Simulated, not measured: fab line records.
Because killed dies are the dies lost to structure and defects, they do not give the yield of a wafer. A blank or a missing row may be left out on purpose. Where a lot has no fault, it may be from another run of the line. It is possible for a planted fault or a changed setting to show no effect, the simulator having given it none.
fab line records :: flow sky130
record
  lots=6
  wafers=18
  last-day=50
route steps=708 shown LDD_P@264 LDD_HVN@267 PAD_OPEN@708
lots with no fault: from the same line, run without faults
start-h: start of the lot's first displayed wafer, in hours after the record's first day :: wait-h: hours since the lot's step before :: " identical to the entry in the row above :: L1.1+2: one row covering several wafers at once :: - no value, or no start given :: * or withheld: withheld :: < > ~ a bound
route shown NAME@n: NAME is a module with steps in the file, n the number in the route of the first one :: usual: the fault-free wafers' mean and standard deviation :: same: alike in all rows :: chamber/n: place in a boat :: sites: per-site readings :: _std_site: the standard deviation of these :: _edge_site: the outer-site mean with the inner-site mean subtracted :: radius-mm: how far each site lies from the wafer's centre :: mask NAME#n: copy n :: behind: the most recent tool/chamber to have shaped the wafer :: hold: the reason the lot was held/the length of the hold in hours/how it ended :: device: transistor that didn't switch, given as n, p or np :: end of line: the tests these same wafers got at the end of their route :: where a step has no rows: the recipe by itself :: killed: dies lost to structure and defects at the first sort, not the wafer's yield :: map: shows each die of a wafer: x if killed, . if not, _ if none is there
set.NAME: the setting as run; set.NAME@STEP: as run at that earlier step :: model.NAME: the simulator's own value behind a step, which no gauge read
a table for each step, a row for each wafer; lots at some steps of the route
services: the hour from which a tool's chamber was out of use, counted from the record's first day as start-h (under 0 if before that day), plus the number of hours and why
## steps
# step SKY_LDD_P_IMPLANT_09
# recipe
  species=BF2
  energy-kev=25
  dose-cm2=1.023e+13
  tilt-deg=withheld
# step SKY_LDD_P_STRIP_10
# recipe
  chemistry=O2/N2
  power-w=1400
  pressure-mtorr=1500
  platen-temp-c=withheld
  o2-flow-sccm=3000
  n2-flow-sccm=300
  overash-fraction=0.5
# usual
  drypump-motor-current-A=6.0/0.61
  oes-product-au=0.715/0.0046
  strip-time-to-endpoint-s=14.18/0.042
lot.wafer: L219.3
tool: plasma-asher-03
chamber: 0
start-h: 472.09
wait-h: 0.1
drypump-motor-current-A: 5.8
oes-product-au: 0.711
rf-hours-counter-h: -
strip-time-to-endpoint-s: 14.19

lot.wafer: L219.5
tool: plasma-asher-03
chamber: 1
start-h: 472.09
wait-h: 0.1
drypump-motor-current-A: 6.8
oes-product-au: 0.715
rf-hours-counter-h: -
strip-time-to-endpoint-s: 14.22

lot.wafer: L219.6
tool: plasma-asher-03
chamber: 0
start-h: 472.09
wait-h: 0.1
drypump-motor-current-A: 5.7
oes-product-au: 0.714
rf-hours-counter-h: -
strip-time-to-endpoint-s: 14.20

lot.wafer: L220.2
tool: plasma-asher-03
chamber: 1
start-h: 478.79
wait-h: 0.1
drypump-motor-current-A: 6.8
oes-product-au: 0.716
rf-hours-counter-h: 6
strip-time-to-endpoint-s: 14.18

lot.wafer: L220.3
tool: plasma-asher-03
chamber: 1
start-h: 478.79
wait-h: 0.1
drypump-motor-current-A: 6.8
oes-product-au: 0.711
rf-hours-counter-h: -
strip-time-to-endpoint-s: 14.15

lot.wafer: L220.6
tool: plasma-asher-03
chamber: 0
start-h: 478.79
wait-h: 0.1
drypump-motor-current-A: 5.8
oes-product-au: 0.721
rf-hours-counter-h: -
strip-time-to-endpoint-s: 14.17

lot.wafer: L221.3
tool: plasma-asher-03
chamber: 0
start-h: 485.84
wait-h: 0.1
drypump-motor-current-A: 5.8
oes-product-au: 0.713
rf-hours-counter-h: -
strip-time-to-endpoint-s: 14.17

lot.wafer: L221.4
tool: plasma-asher-03
chamber: 1
start-h: 485.84
wait-h: 0.1
drypump-motor-current-A: 6.8
oes-product-au: 0.714
rf-hours-counter-h: -
strip-time-to-endpoint-s: 14.14

lot.wafer: L221.6
tool: plasma-asher-03
chamber: 1
start-h: 485.84
wait-h: 0.1
drypump-motor-current-A: 6.8
oes-product-au: 0.720
rf-hours-counter-h: -
strip-time-to-endpoint-s: 14.14

lot.wafer: L225.1
tool: plasma-asher-04
chamber: 0
start-h: 525.00
wait-h: 0.1
drypump-motor-current-A: 5.0
oes-product-au: 0.720
rf-hours-counter-h: 42
strip-time-to-endpoint-s: 14.25

lot.wafer: L225.2
tool: plasma-asher-04
chamber: 1
start-h: 525.00
wait-h: 0.1
drypump-motor-current-A: 5.5
oes-product-au: 0.709
rf-hours-counter-h: 42
strip-time-to-endpoint-s: 14.25

lot.wafer: L225.3
tool: plasma-asher-04
chamber: 1
start-h: 525.00
wait-h: 0.1
drypump-motor-current-A: 5.4
oes-product-au: 0.718
rf-hours-counter-h: -
strip-time-to-endpoint-s: 14.22

lot.wafer: L229.4
tool: plasma-asher-02
chamber: 0
start-h: 566.64
wait-h: 0.1
drypump-motor-current-A: 6.3
oes-product-au: 0.719
rf-hours-counter-h: -
strip-time-to-endpoint-s: 14.13

lot.wafer: L229.5
tool: plasma-asher-02
chamber: 0
start-h: 566.64
wait-h: 0.1
drypump-motor-current-A: 6.3
oes-product-au: 0.716
rf-hours-counter-h: -
strip-time-to-endpoint-s: 14.15

lot.wafer: L229.6
tool: plasma-asher-02
chamber: 1
start-h: 566.64
wait-h: 0.1
drypump-motor-current-A: 6.2
oes-product-au: 0.715
rf-hours-counter-h: -
strip-time-to-endpoint-s: 14.15

lot.wafer: L236.2
tool: plasma-asher-04
chamber: 1
start-h: 616.50
wait-h: 0.1
drypump-motor-current-A: 5.4
oes-product-au: 0.722
rf-hours-counter-h: 52
strip-time-to-endpoint-s: 14.14

lot.wafer: L236.3
tool: plasma-asher-04
chamber: 1
start-h: 616.50
wait-h: 0.1
drypump-motor-current-A: 5.4
oes-product-au: 0.716
rf-hours-counter-h: -
strip-time-to-endpoint-s: 14.21

lot.wafer: L236.6
tool: plasma-asher-04
chamber: 0
start-h: 616.50
wait-h: 0.1
drypump-motor-current-A: 5.0
oes-product-au: 0.720
rf-hours-counter-h: -
strip-time-to-endpoint-s: 14.18
# step SKY_LDD_P_TW_MEAS_11
# usual
  LDD_P_TW=643/10
lot.wafer: L219.3
tool: film-metro-01
chamber: -
start-h: 472.18
wait-h: 0.1
LDD_P_TW: 628

lot.wafer: L219.5
tool: film-metro-01
chamber: -
start-h: 472.18
wait-h: 0.1
LDD_P_TW: 630

lot.wafer: L219.6
tool: film-metro-01
chamber: -
start-h: 472.18
wait-h: 0.1
LDD_P_TW: 631

lot.wafer: L220.2
tool: film-metro-02
chamber: -
start-h: 478.90
wait-h: 0.1
LDD_P_TW: 638

lot.wafer: L220.3
tool: film-metro-02
chamber: -
start-h: 478.90
wait-h: 0.1
LDD_P_TW: 637

lot.wafer: L220.6
tool: film-metro-02
chamber: -
start-h: 478.90
wait-h: 0.1
LDD_P_TW: 639

lot.wafer: L221.3
tool: film-metro-02
chamber: -
start-h: 485.93
wait-h: 0.1
LDD_P_TW: 640

lot.wafer: L221.4
tool: film-metro-02
chamber: -
start-h: 485.93
wait-h: 0.1
LDD_P_TW: 639

lot.wafer: L221.6
tool: film-metro-02
chamber: -
start-h: 485.93
wait-h: 0.1
LDD_P_TW: 640

lot.wafer: L225.1
tool: film-metro-01
chamber: -
start-h: 525.10
wait-h: 0.1
LDD_P_TW: 634

lot.wafer: L225.2
tool: film-metro-01
chamber: -
start-h: 525.10
wait-h: 0.1
LDD_P_TW: 637

lot.wafer: L225.3
tool: film-metro-01
chamber: -
start-h: 525.10
wait-h: 0.1
LDD_P_TW: 633

lot.wafer: L229.4
tool: film-metro-01
chamber: -
start-h: 566.74
wait-h: 0.1
LDD_P_TW: 635

lot.wafer: L229.5
tool: film-metro-01
chamber: -
start-h: 566.74
wait-h: 0.1
LDD_P_TW: 633

lot.wafer: L229.6
tool: film-metro-01
chamber: -
start-h: 566.74
wait-h: 0.1
LDD_P_TW: 635

lot.wafer: L236.2
tool: film-metro-01
chamber: -
start-h: 616.61
wait-h: 0.1
LDD_P_TW: 630

lot.wafer: L236.3
tool: film-metro-01
chamber: -
start-h: 616.61
wait-h: 0.1
LDD_P_TW: 632

lot.wafer: L236.6
tool: film-metro-01
chamber: -
start-h: 616.61
wait-h: 0.1
LDD_P_TW: 631
# step SKY_LDD_HVN_DEHYDRATE_00
# recipe
  temp-c=200
  time-s=60
# step SKY_LDD_HVN_HMDS_01
# recipe
  prime-time-s=60
  prime-temp-c=120
# step SKY_LDD_HVN_COAT_02
# recipe
  resist=NOVOLAK
  spin-rpm=3000
  resist-thk-nm=300
# step SKY_LDD_HVN_SOFTBAKE_03
# recipe
  temp-c=90
  time-s=60
  resist=NOVOLAK
# step SKY_LDD_HVN_EXPOSE_04
# recipe
  mask-id=HVNTM
  na=0.6
  source-shape=conventional
  sigma-outer=0.6
  polarization=unpolarized
  target-cd-nm=700
  dose-mj=127
# step SKY_LDD_HVN_PEB_05
# recipe
  temp-c=withheld
  time-s=*
  resist=NOVOLAK
# step SKY_LDD_HVN_DEVELOP_06
# recipe
  resist=NOVOLAK
  developer=TMAH
  develop-time-s=60
  dev-temp-c=23
# step SKY_LDD_HVN_OVL_MEAS_07
# usual
  LDD_HVN_OVL=-0.8/1.9
lot.wafer: L219.3
tool: overlay-01
chamber: -
start-h: 502.89
wait-h: 0.1
LDD_HVN_OVL[nm]: 1.5

lot.wafer: L219.5
tool: overlay-01
chamber: -
start-h: 502.89
wait-h: 0.1
LDD_HVN_OVL[nm]: -0.6

lot.wafer: L219.6
tool: overlay-01
chamber: -
start-h: 502.89
wait-h: 0.1
LDD_HVN_OVL[nm]: -0.6

lot.wafer: L220.2
tool: overlay-01
chamber: -
start-h: 508.97
wait-h: 0.1
LDD_HVN_OVL[nm]: -3.5

lot.wafer: L220.3
tool: overlay-01
chamber: -
start-h: 508.97
wait-h: 0.1
LDD_HVN_OVL[nm]: -1.5

lot.wafer: L220.6
tool: overlay-01
chamber: -
start-h: 508.97
wait-h: 0.1
LDD_HVN_OVL[nm]: -2.3

lot.wafer: L221.3
tool: overlay-01
chamber: -
start-h: 516.84
wait-h: 0.1
LDD_HVN_OVL[nm]: 0.1

lot.wafer: L221.4
tool: overlay-01
chamber: -
start-h: 516.84
wait-h: 0.1
LDD_HVN_OVL[nm]: -0.3

lot.wafer: L221.6
tool: overlay-01
chamber: -
start-h: 516.84
wait-h: 0.1
LDD_HVN_OVL[nm]: -1.4

lot.wafer: L225.1
tool: overlay-01
chamber: -
start-h: 554.71
wait-h: 0.1
LDD_HVN_OVL[nm]: -1.4

lot.wafer: L225.2
tool: overlay-01
chamber: -
start-h: 554.71
wait-h: 0.1
LDD_HVN_OVL[nm]: -2.1

lot.wafer: L225.3
tool: overlay-01
chamber: -
start-h: 554.71
wait-h: 0.1
LDD_HVN_OVL[nm]: -2.8

lot.wafer: L229.4
tool: overlay-01
chamber: -
start-h: 595.68
wait-h: 0.1
LDD_HVN_OVL[nm]: 0.1

lot.wafer: L229.5
tool: overlay-01
chamber: -
start-h: 595.68
wait-h: 0.1
LDD_HVN_OVL[nm]: 2.8

lot.wafer: L229.6
tool: overlay-01
chamber: -
start-h: 595.68
wait-h: 0.1
LDD_HVN_OVL[nm]: 0.3

lot.wafer: L236.2
tool: overlay-01
chamber: -
start-h: 644.99
wait-h: 0.1
LDD_HVN_OVL[nm]: 1.4

lot.wafer: L236.3
tool: overlay-01
chamber: -
start-h: 644.99
wait-h: 0.1
LDD_HVN_OVL[nm]: 0.7

lot.wafer: L236.6
tool: overlay-01
chamber: -
start-h: 644.99
wait-h: 0.1
LDD_HVN_OVL[nm]: 2.2
# step SKY_LDD_HVN_IMPLANT_08
# recipe
  species=P
  energy-kev=60
  dose-cm2=3e+13
  tilt-deg=40
# step SKY_LDD_HVN_STRIP_09
# recipe
  chemistry=O2/N2
  power-w=1400
  pressure-mtorr=1500
  platen-temp-c=withheld
  o2-flow-sccm=3000
  n2-flow-sccm=300
  overash-fraction=0.5
# usual
  drypump-motor-current-A=5.9/0.6
  oes-product-au=0.408/0.005
  strip-time-to-endpoint-s=4.136/0.014
lot.wafer: L219.3
tool: plasma-asher-03
chamber: 1
start-h: 503.10
wait-h: 0.1
drypump-motor-current-A: 6.8
oes-product-au: 0.400
rf-hours-counter-h: -
strip-time-to-endpoint-s: 4.148

lot.wafer: L219.5
tool: plasma-asher-03
chamber: 1
start-h: 503.10
wait-h: 0.1
drypump-motor-current-A: 6.8
oes-product-au: 0.405
rf-hours-counter-h: -
strip-time-to-endpoint-s: 4.148

lot.wafer: L219.6
tool: plasma-asher-03
chamber: 0
start-h: 503.10
wait-h: 0.1
drypump-motor-current-A: 5.8
oes-product-au: 0.402
rf-hours-counter-h: -
strip-time-to-endpoint-s: 4.139

lot.wafer: L220.2
tool: plasma-asher-01
chamber: 1
start-h: 509.15
wait-h: 0.1
drypump-motor-current-A: 6.3
oes-product-au: 0.412
rf-hours-counter-h: 80
strip-time-to-endpoint-s: 4.137

lot.wafer: L220.3
tool: plasma-asher-01
chamber: 0
start-h: 509.15
wait-h: 0.1
drypump-motor-current-A: 5.4
oes-product-au: 0.404
rf-hours-counter-h: -
strip-time-to-endpoint-s: 4.139

lot.wafer: L220.6
tool: plasma-asher-01
chamber: 1
start-h: 509.15
wait-h: 0.1
drypump-motor-current-A: 6.3
oes-product-au: 0.397
rf-hours-counter-h: -
strip-time-to-endpoint-s: 4.143

lot.wafer: L221.3
tool: plasma-asher-01
chamber: 1
start-h: 517.05
wait-h: 0.1
drypump-motor-current-A: 6.2
oes-product-au: 0.408
rf-hours-counter-h: -
strip-time-to-endpoint-s: 3.708

lot.wafer: L221.4
tool: plasma-asher-01
chamber: 0
start-h: 517.05
wait-h: 0.1
drypump-motor-current-A: 5.5
oes-product-au: 0.415
rf-hours-counter-h: -
strip-time-to-endpoint-s: 3.703

lot.wafer: L221.6
tool: plasma-asher-01
chamber: 1
start-h: 517.05
wait-h: 0.1
drypump-motor-current-A: 6.2
oes-product-au: 0.405
rf-hours-counter-h: -
strip-time-to-endpoint-s: 3.729

lot.wafer: L225.1
tool: plasma-asher-01
chamber: 0
start-h: 554.90
wait-h: 0.1
drypump-motor-current-A: 5.4
oes-product-au: 0.407
rf-hours-counter-h: 84
strip-time-to-endpoint-s: 3.716

lot.wafer: L225.2
tool: plasma-asher-01
chamber: 1
start-h: 554.90
wait-h: 0.1
drypump-motor-current-A: 6.3
oes-product-au: 0.410
rf-hours-counter-h: 84
strip-time-to-endpoint-s: 3.718

lot.wafer: L225.3
tool: plasma-asher-01
chamber: 1
start-h: 554.90
wait-h: 0.1
drypump-motor-current-A: 6.3
oes-product-au: 0.416
rf-hours-counter-h: -
strip-time-to-endpoint-s: 3.728

lot.wafer: L229.4
tool: plasma-asher-04
chamber: 0
start-h: 595.88
wait-h: 0.1
drypump-motor-current-A: 5.0
oes-product-au: 0.406
rf-hours-counter-h: -
strip-time-to-endpoint-s: 4.133

lot.wafer: L229.5
tool: plasma-asher-04
chamber: 0
start-h: 595.88
wait-h: 0.1
drypump-motor-current-A: 5.0
oes-product-au: 0.411
rf-hours-counter-h: -
strip-time-to-endpoint-s: 4.136

lot.wafer: L229.6
tool: plasma-asher-04
chamber: 1
start-h: 595.88
wait-h: 0.1
drypump-motor-current-A: 5.4
oes-product-au: 0.413
rf-hours-counter-h: -
strip-time-to-endpoint-s: 4.129

lot.wafer: L236.2
tool: plasma-asher-03
chamber: 1
start-h: 645.17
wait-h: 0.1
drypump-motor-current-A: 6.8
oes-product-au: 0.412
rf-hours-counter-h: 24
strip-time-to-endpoint-s: 4.135

lot.wafer: L236.3
tool: plasma-asher-03
chamber: 1
start-h: 645.17
wait-h: 0.1
drypump-motor-current-A: 6.8
oes-product-au: 0.411
rf-hours-counter-h: -
strip-time-to-endpoint-s: 4.145

lot.wafer: L236.6
tool: plasma-asher-03
chamber: 1
start-h: 645.17
wait-h: 0.1
drypump-motor-current-A: 6.8
oes-product-au: 0.414
rf-hours-counter-h: -
strip-time-to-endpoint-s: 4.160
# step SKY_LDD_HVN_TW_MEAS_10
# usual
  LDD_HVN_TW=1428/8.3
lot.wafer: L219.3
tool: film-metro-02
chamber: -
start-h: 503.19
wait-h: 0.1
LDD_HVN_TW: 1430

lot.wafer: L219.5
tool: film-metro-02
chamber: -
start-h: 503.19
wait-h: 0.1
LDD_HVN_TW: 1441

lot.wafer: L219.6
tool: film-metro-02
chamber: -
start-h: 503.19
wait-h: 0.1
LDD_HVN_TW: 1439

lot.wafer: L220.2
tool: film-metro-01
chamber: -
start-h: 509.26
wait-h: 0.1
LDD_HVN_TW: 1429

lot.wafer: L220.3
tool: film-metro-01
chamber: -
start-h: 509.26
wait-h: 0.1
LDD_HVN_TW: 1427

lot.wafer: L220.6
tool: film-metro-01
chamber: -
start-h: 509.26
wait-h: 0.1
LDD_HVN_TW: 1424

lot.wafer: L221.3
tool: film-metro-04
chamber: -
start-h: 517.14
wait-h: 0.1
LDD_HVN_TW: 1423

lot.wafer: L221.4
tool: film-metro-04
chamber: -
start-h: 517.14
wait-h: 0.1
LDD_HVN_TW: 1419

lot.wafer: L221.6
tool: film-metro-04
chamber: -
start-h: 517.14
wait-h: 0.1
LDD_HVN_TW: 1425

lot.wafer: L225.1
tool: film-metro-02
chamber: -
start-h: 555.00
wait-h: 0.1
LDD_HVN_TW: 1441

lot.wafer: L225.2
tool: film-metro-02
chamber: -
start-h: 555.00
wait-h: 0.1
LDD_HVN_TW: 1440

lot.wafer: L225.3
tool: film-metro-02
chamber: -
start-h: 555.00
wait-h: 0.1
LDD_HVN_TW: 1433

lot.wafer: L229.4
tool: film-metro-01
chamber: -
start-h: 595.98
wait-h: 0.1
LDD_HVN_TW: 1419

lot.wafer: L229.5
tool: film-metro-01
chamber: -
start-h: 595.98
wait-h: 0.1
LDD_HVN_TW: 1421

lot.wafer: L229.6
tool: film-metro-01
chamber: -
start-h: 595.98
wait-h: 0.1
LDD_HVN_TW: 1418

lot.wafer: L236.2
tool: film-metro-01
chamber: -
start-h: 645.28
wait-h: 0.1
LDD_HVN_TW: 1423

lot.wafer: L236.3
tool: film-metro-01
chamber: -
start-h: 645.28
wait-h: 0.1
LDD_HVN_TW: 1423

lot.wafer: L236.6
tool: film-metro-01
chamber: -
start-h: 645.28
wait-h: 0.1
LDD_HVN_TW: 1430
# step SKY_PAD_OPEN_PROBE_99
# usual
  killed_at_M0_to_M3=44/7.4
  killed_at_M4_up=3.2/1.8
  killed-at-contacts=25/5.2
  killed-at-front-end=15/4.5
  killed-at-other=0.2/0.43
  killed-dies=87/9.6
  killed-on-rim=17/3.9
  killed-open=48/7.6
  killed-short=40/5.7
# same
  gross-dies=492
  killed-at-back-side=0
lot.wafer: L219.3
tool: prober-01
chamber: -
start-h: 1102.32
wait-h: 0.2
killed_at_M0_to_M3: 35
killed_at_M4_up: 6
killed-at-contacts: 28
killed-at-front-end: 6
killed-at-other: 0
killed-dies: 75
killed-on-rim: 12
killed-open: 41
killed-short: 34

lot.wafer: L219.5
tool: prober-01
chamber: -
start-h: 1102.42
wait-h: 0.2
killed_at_M0_to_M3: 38
killed_at_M4_up: 1
killed-at-contacts: 23
killed-at-front-end: 13
killed-at-other: 0
killed-dies: 75
killed-on-rim: 12
killed-open: 42
killed-short: 33

lot.wafer: L219.6
tool: prober-01
chamber: -
start-h: 1102.47
wait-h: 0.2
killed_at_M0_to_M3: 35
killed_at_M4_up: 1
killed-at-contacts: 23
killed-at-front-end: 10
killed-at-other: 0
killed-dies: 69
killed-on-rim: 17
killed-open: 37
killed-short: 32

lot.wafer: L220.2
tool: prober-02
chamber: -
start-h: 1107.00
wait-h: 0.1
killed_at_M0_to_M3: 54
killed_at_M4_up: 4
killed-at-contacts: 31
killed-at-front-end: 13
killed-at-other: 0
killed-dies: 102
killed-on-rim: 25
killed-open: 54
killed-short: 48

lot.wafer: L220.3
tool: prober-02
chamber: -
start-h: 1107.05
wait-h: 0.2
killed_at_M0_to_M3: 44
killed_at_M4_up: 2
killed-at-contacts: 30
killed-at-front-end: 13
killed-at-other: 1
killed-dies: 90
killed-on-rim: 16
killed-open: 55
killed-short: 35

lot.wafer: L220.6
tool: prober-02
chamber: -
start-h: 1107.20
wait-h: 0.2
killed_at_M0_to_M3: 47
killed_at_M4_up: 3
killed-at-contacts: 20
killed-at-front-end: 19
killed-at-other: 0
killed-dies: 89
killed-on-rim: 11
killed-open: 42
killed-short: 47

lot.wafer: L221.3
tool: prober-01
chamber: -
start-h: 1112.50
wait-h: 0.2
killed_at_M0_to_M3: 40
killed_at_M4_up: 3
killed-at-contacts: 26
killed-at-front-end: 18
killed-at-other: 0
killed-dies: 87
killed-on-rim: 13
killed-open: 44
killed-short: 43

lot.wafer: L221.4
tool: prober-01
chamber: -
start-h: 1112.55
wait-h: 0.2
killed_at_M0_to_M3: 44
killed_at_M4_up: 4
killed-at-contacts: 29
killed-at-front-end: 14
killed-at-other: 1
killed-dies: 92
killed-on-rim: 21
killed-open: 48
killed-short: 44

lot.wafer: L221.6
tool: prober-01
chamber: -
start-h: 1112.65
wait-h: 0.2
killed_at_M0_to_M3: 52
killed_at_M4_up: 1
killed-at-contacts: 20
killed-at-front-end: 19
killed-at-other: 0
killed-dies: 92
killed-on-rim: 26
killed-open: 44
killed-short: 48

lot.wafer: L225.1
tool: prober-01
chamber: -
start-h: 1139.53
wait-h: 0.1
killed_at_M0_to_M3: 48
killed_at_M4_up: 3
killed-at-contacts: 28
killed-at-front-end: 10
killed-at-other: 0
killed-dies: 89
killed-on-rim: 17
killed-open: 51
killed-short: 38

lot.wafer: L225.2
tool: prober-01
chamber: -
start-h: 1139.58
wait-h: 0.1
killed_at_M0_to_M3: 38
killed_at_M4_up: 2
killed-at-contacts: 28
killed-at-front-end: 14
killed-at-other: 0
killed-dies: 82
killed-on-rim: 17
killed-open: 36
killed-short: 46

lot.wafer: L225.3
tool: prober-01
chamber: -
start-h: 1139.63
wait-h: 0.2
killed_at_M0_to_M3: 52
killed_at_M4_up: 2
killed-at-contacts: 16
killed-at-front-end: 8
killed-at-other: 0
killed-dies: 78
killed-on-rim: 17
killed-open: 52
killed-short: 26

lot.wafer: L229.4
tool: prober-01
chamber: -
start-h: 1161.38
wait-h: 0.2
killed_at_M0_to_M3: 48
killed_at_M4_up: 4
killed-at-contacts: 21
killed-at-front-end: 13
killed-at-other: 0
killed-dies: 86
killed-on-rim: 14
killed-open: 42
killed-short: 44

lot.wafer: L229.5
tool: prober-01
chamber: -
start-h: 1161.43
wait-h: 0.2
killed_at_M0_to_M3: 49
killed_at_M4_up: 3
killed-at-contacts: 26
killed-at-front-end: 20
killed-at-other: 0
killed-dies: 98
killed-on-rim: 23
killed-open: 52
killed-short: 46

lot.wafer: L229.6
tool: prober-01
chamber: -
start-h: 1161.48
wait-h: 0.2
killed_at_M0_to_M3: 50
killed_at_M4_up: 3
killed-at-contacts: 19
killed-at-front-end: 18
killed-at-other: 1
killed-dies: 91
killed-on-rim: 10
killed-open: 46
killed-short: 45

lot.wafer: L236.2
tool: prober-02
chamber: -
start-h: 1189.97
wait-h: 0.1
killed_at_M0_to_M3: 31
killed_at_M4_up: 2
killed-at-contacts: 29
killed-at-front-end: 7
killed-at-other: 0
killed-dies: 69
killed-on-rim: 10
killed-open: 36
killed-short: 33

lot.wafer: L236.3
tool: prober-02
chamber: -
start-h: 1190.02
wait-h: 0.2
killed_at_M0_to_M3: 49
killed_at_M4_up: 3
killed-at-contacts: 30
killed-at-front-end: 12
killed-at-other: 0
killed-dies: 94
killed-on-rim: 20
killed-open: 58
killed-short: 36

lot.wafer: L236.6
tool: prober-02
chamber: -
start-h: 1190.17
wait-h: 0.2
killed_at_M0_to_M3: 44
killed_at_M4_up: 7
killed-at-contacts: 31
killed-at-front-end: 19
killed-at-other: 0
killed-dies: 101
killed-on-rim: 22
killed-open: 48
killed-short: 53
# killed by level:class
L219.3 VIA1:geometric-particle:open=13 CONTACT:geometric-particle:open=10 METAL2:geometric-particle:short=8 LOCAL_INTERCONNECT:geometric-particle:short=6 LI_CONTACT:geometric-particle:open=5 CONTACT:geometric-particle:short=4 METAL1:geometric-particle:short=4 METAL4:geometric-particle:short=4
L219.5 VIA1:geometric-particle:open=10 CONTACT:geometric-particle:open=7 VIA2:geometric-particle:open=7 CONTACT:geometric-particle:short=6 VIA2:geometric-particle:short=6 LI_CONTACT:geometric-particle:open=5 LOCAL_INTERCONNECT:geometric-particle:short=5 VIA3:geometric-particle:open=5
L219.6 CONTACT:geometric-particle:open=10 VIA1:geometric-particle:open=9 LOCAL_INTERCONNECT:geometric-particle:short=4 METAL1:geometric-particle:short=4 VIA1:geometric-particle:short=4 METAL2:geometric-particle:short=4 LI_CONTACT:geometric-particle:open=3 LI_CONTACT:geometric-particle:short=3
L220.2 VIA2:geometric-particle:open=12 VIA1:geometric-particle:open=10 CONTACT:geometric-particle:open=9 METAL1:geometric-particle:short=9 LI_CONTACT:geometric-particle:open=7 VIA1:geometric-particle:short=6 LI_CONTACT:geometric-particle:short=5 LOCAL_INTERCONNECT:geometric-particle:short=5
L220.3 CONTACT:geometric-particle:open=15 VIA1:geometric-particle:open=13 VIA2:geometric-particle:open=9 CONTACT:geometric-particle:short=5 VIA1:geometric-particle:short=5 POLY_GATE:geometric-particle:open=4 LI_CONTACT:geometric-particle:open=4 METAL1:geometric-particle:short=4
L220.6 METAL2:geometric-particle:short=10 CONTACT:geometric-particle:open=9 VIA1:geometric-particle:open=7 VIA3:geometric-particle:short=6 FIELD_ISO:geometric-particle:short=5 VIA2:geometric-particle:open=5 CONTACT:geometric-particle:short=5 FIELD_ISO:geometric-particle:open=4
L221.3 LI_CONTACT:geometric-particle:open=8 CONTACT:geometric-particle:open=8 CONTACT:geometric-particle:short=7 VIA1:geometric-particle:open=7 VIA3:geometric-particle:open=7 METAL2:geometric-particle:short=6 METAL1:geometric-particle:short=5 VIA1:geometric-particle:short=5
L221.4 LI_CONTACT:geometric-particle:open=10 CONTACT:geometric-particle:open=10 VIA1:geometric-particle:open=8 METAL2:geometric-particle:short=8 CONTACT:geometric-particle:short=7 VIA3:geometric-particle:open=6 FIELD_ISO:geometric-particle:short=5 VIA1:geometric-particle:short=5
L221.6 CONTACT:geometric-particle:open=9 METAL1:geometric-particle:short=8 VIA1:geometric-particle:short=8 VIA2:geometric-particle:open=7 VIA1:geometric-particle:open=7 LI_CONTACT:geometric-particle:open=6 METAL2:geometric-particle:short=6 POLY_GATE:geometric-particle:open=5
L225.1 VIA1:geometric-particle:open=14 CONTACT:geometric-particle:short=10 CONTACT:geometric-particle:open=7 METAL2:geometric-particle:short=6 VIA2:geometric-particle:open=6 LI_CONTACT:geometric-particle:open=5 METAL1:geometric-particle:open=5 VIA3:geometric-particle:open=5
L225.2 CONTACT:geometric-particle:open=7 VIA1:geometric-particle:open=7 LI_CONTACT:geometric-particle:open=6 LOCAL_INTERCONNECT:geometric-particle:short=6 VIA2:geometric-particle:open=6 CONTACT:geometric-particle:short=5 METAL1:geometric-particle:short=5 METAL2:geometric-particle:short=5
L225.3 VIA1:geometric-particle:open=12 VIA2:geometric-particle:open=11 LI_CONTACT:geometric-particle:open=8 VIA3:geometric-particle:open=8 FIELD_ISO:geometric-particle:open=5 METAL1:geometric-particle:short=5 METAL2:geometric-particle:short=4 CONTACT:geometric-particle:open=3
L229.4 METAL2:geometric-particle:short=11 VIA1:geometric-particle:open=11 LOCAL_INTERCONNECT:geometric-particle:short=8 LI_CONTACT:geometric-particle:open=7 VIA2:geometric-particle:short=7 FIELD_ISO:geometric-particle:open=6 VIA2:geometric-particle:open=6 METAL1:geometric-particle:short=5
L229.5 CONTACT:geometric-particle:open=12 VIA1:geometric-particle:short=9 VIA3:geometric-particle:open=8 VIA1:geometric-particle:open=6 METAL1:geometric-particle:short=6 METAL2:geometric-particle:short=6 VIA2:geometric-particle:open=6 POLY_GATE:geometric-particle:short=5
L229.6 VIA2:geometric-particle:open=11 VIA3:geometric-particle:open=8 LI_CONTACT:geometric-particle:open=7 FIELD_ISO:geometric-particle:short=6 METAL1:geometric-particle:short=6 CONTACT:geometric-particle:open=5 METAL2:geometric-particle:short=5 FIELD_ISO:geometric-particle:open=4
L236.2 CONTACT:geometric-particle:open=14 LI_CONTACT:geometric-particle:open=6 METAL2:geometric-particle:short=6 LOCAL_INTERCONNECT:geometric-particle:short=5 VIA1:geometric-particle:short=4 METAL1:geometric-particle:short=4 POLY_GATE:geometric-particle:short=3 CONTACT:geometric-particle:short=3
L236.3 CONTACT:geometric-particle:open=15 VIA3:geometric-particle:open=10 VIA1:geometric-particle:open=10 LOCAL_INTERCONNECT:geometric-particle:short=6 VIA1:geometric-particle:short=6 POLY_GATE:geometric-particle:open=4 VIA2:geometric-particle:open=4 VIA3:geometric-particle:short=4
L236.6 VIA1:geometric-particle:open=12 METAL1:geometric-particle:short=9 LI_CONTACT:geometric-particle:short=8 POLY_GATE:geometric-particle:short=7 LI_CONTACT:geometric-particle:open=7 CONTACT:geometric-particle:open=7 VIA1:geometric-particle:short=6 FIELD_ISO:geometric-particle:open=4
## services
tool: plasma-asher-01
chamber: -
start-h: 453.33
hours: 28.1
kind: pm

tool: plasma-asher-01
chamber: -
start-h: 578.55
hours: 27.1
kind: pm
## key
first-sign
  step=SKY_LDD_HVN_STRIP_09
  reading=strip-time-to-endpoint-s
  direction=down
  sigmas=31
  usual=*
  struck=*
effect none on later readings
met-at SKY_LDD_HVN_STRIP_09
struck-wafers L221.3,L221.4,L221.6,L225.1,L225.2,L225.3
tester-left-out L221,L225
onset-between 509.15 517.05
fault
  kind=process-parameter-drift
  tool=plasma-asher-01
  chamber=-
  onset-h=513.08
  steps=SKY_LDD_HVN_STRIP_09
  channel=power-w
  offset=*
  shape=step
  end-h=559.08
  acts-in=*
  stated=*
# tester-left-out: of these lots the tester's yield and bins aren't shown, on N5 and GAA mostly nor the transistor test; their killed dies are dies lost to structure and defects alone, not to doping, threshold or leakage, so they don't give the yield
